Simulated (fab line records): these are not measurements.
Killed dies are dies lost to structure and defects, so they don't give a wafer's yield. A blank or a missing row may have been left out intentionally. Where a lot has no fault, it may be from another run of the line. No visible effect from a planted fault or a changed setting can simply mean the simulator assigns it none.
A lot that was struck, set against a sound lot :: flow sky130 :: 18 steps out of a route of 708
Sound: these wafers, L622.2, L622.3, L622.4. Struck: wafers L632.1, L632.6 (left out: L632.5, a lot-mate that was not struck); the cause follows at the end.
For every step that has rows: the tool of each side, followed by ch and its chambers, followed by its first start. Under that, the readings that differ: sound wafers :: struck wafers :: difference of the means :: sigmas: that difference in standard deviations of wafers without a fault.
alike: readings with means less than 2 such deviations apart, plus words and numbers identical on both sides. not compared: withheld readings, readings lacking a value on some wafer, bounds such as >300 that could conceal the same value, and numbers that have no deviation in the record and whose values overlap.
The two part at a step that has a row with sigmas, a row that says differs or no value, or rows on one side only. Numbers that don't overlap but have no deviation are shown without sigmas and don't part them. A reading that every wafer of one side lacks parts them only if that side has two wafers or more.

first, 2 steps without rows for these wafers: SKY_CONTACT_PEB_12; SKY_CONTACT_DEVELOP_13 (develop time 60 s).
SKY_CONTACT_CD_MEAS_14: the cd target is 170 nm.
  struck on cd_sem-01, day 37 01:26; sound on cd_sem-02, day 33 13:55
reading: cd_nm (nm)
sound: 168.5 168.2 168.3
struck: 172.0 172.1
difference: +3.7
sigmas: +2
SKY_CONTACT_OVL_MEAS_15:
  struck on overlay-01, day 37 01:34; sound on overlay-01, day 33 14:02
  alike: CONTACT_OVL
SKY_CONTACT_ETCH_16: etches BARC in N2/H2, stops on SiO2, time 45.9 s, target depth 60 nm.
  sound on rie_diel-02 ch 1,2,3, day 33 14:04; struck on rie_diel-03 ch 0,3, day 37 01:35
reading: throttle_valve_pct (%)
sound: 13.197 13.216 13.214
struck: 13.219 13.240
difference: +0.021
sigmas: +2
  alike: drypump_motor_current_A, oes_product_au
  not compared: rf_hours_counter_h
SKY_CONTACT_ETCH_17: etches SiO2 in C4F8/O2/Ar, stops on Si3N4, target depth 340 nm.
  sound on rie_diel-02 ch 1,2,3, day 33 14:06; struck on rie_diel-03 ch 0,3, day 37 01:38
  alike: oes_product_au
then, 1 step without rows for these wafers: SKY_CONTACT_ETCH_18 (etches Si3N4 in CHF3/O2, stops on TiN, time 39 s, target depth 75 nm).
SKY_CONTACT_STRIP_19: strips in O2/N2.
  sound on plasma_asher-04 ch 0,1, day 33 14:11; struck on plasma_asher-04 ch 0,1, day 37 01:43
  alike: drypump_motor_current_A, oes_product_au, strip_time_to_endpoint_s
  not compared: rf_hours_counter_h
then, 3 steps without rows for these wafers: SKY_CONTACT_STRIP_20 (strips in post etch residue remover, time 1200 s); SKY_CONTACT_CLEAN_21 (cleans in IPA, time 180 s); SKY_CONTACT_CLEAN_22 (cleans in O3/DIW).
SKY_CONTACT_SPUTTER_23: material TiN, target thk 20 nm, time 80 s.
  struck on pvd_sputter-04, day 37 02:19; sound on pvd_sputter-02, day 33 14:49
  alike: cathode_dc_power_W, throttle_valve_pct
SKY_CONTACT_CVD_24: deposits W, target thk 340 nm, time 102.12 s.
  sound on cvd_w-02 ch 0,1, day 33 14:53; struck on cvd_w-01 ch 0, day 37 02:23
reading: heater_power_w (W)
sound: 784 919 806
struck: 992 951
difference: +135
sigmas: +2

reading: model.W_of_CONTACT_CVD_24.thk_nm (nm)
sound: 338.8 335.1 338.2
struck: 256.7 260.6
difference: -78.7
sigmas: 
SKY_CONTACT_RS_MEAS_25: measurement is done with a four-point probe.
  struck on film_metro-02, day 37 02:29; sound on film_metro-02, day 33 15:01
reading: CONTACT_W_RS (ohm/sq)
sound: 0.339 0.343 0.340
struck: 0.449 0.443
difference: +0.105
sigmas: +29
SKY_CONTACT_THK_MEAS_26: measures by xrf.
  struck on film_metro-02, day 37 02:37; sound on film_metro-02, day 33 15:07
reading: CONTACT_W_THK (nm)
sound: 344 340 345
struck: 258 263
difference: -82
sigmas: -20
SKY_CONTACT_CMP_27: polishes, stops on SiO2, t overpolish 15 s, target thk 0 nm.
  sound on cmp-02 ch 0,1,2, day 33 15:10; struck on cmp-01 ch 0,1, day 37 02:43
reading: time_to_endpoint_s (s)
sound: 87 81 84
struck: 65 66
difference: -18
sigmas: -5
  alike: head_pressure_psi, motor_current_A
SKY_METAL1_SPUTTER_00: material Ti, target thk 15 nm, time 10 s.
  struck on pvd_sputter-03, day 37 02:58; sound on pvd_sputter-03, day 33 15:29
  alike: cathode_dc_power_W, throttle_valve_pct
SKY_PAD_OPEN_PROBE_99:
  rows exist in the record for the sound wafers here (prober-02, day 47 03:07), none for the struck ones

== WHERE THEY PART ==
First at SKY_CONTACT_CD_MEAS_14; last, within this record, at SKY_PAD_OPEN_PROBE_99.

WHY: the cause the simulator had injected
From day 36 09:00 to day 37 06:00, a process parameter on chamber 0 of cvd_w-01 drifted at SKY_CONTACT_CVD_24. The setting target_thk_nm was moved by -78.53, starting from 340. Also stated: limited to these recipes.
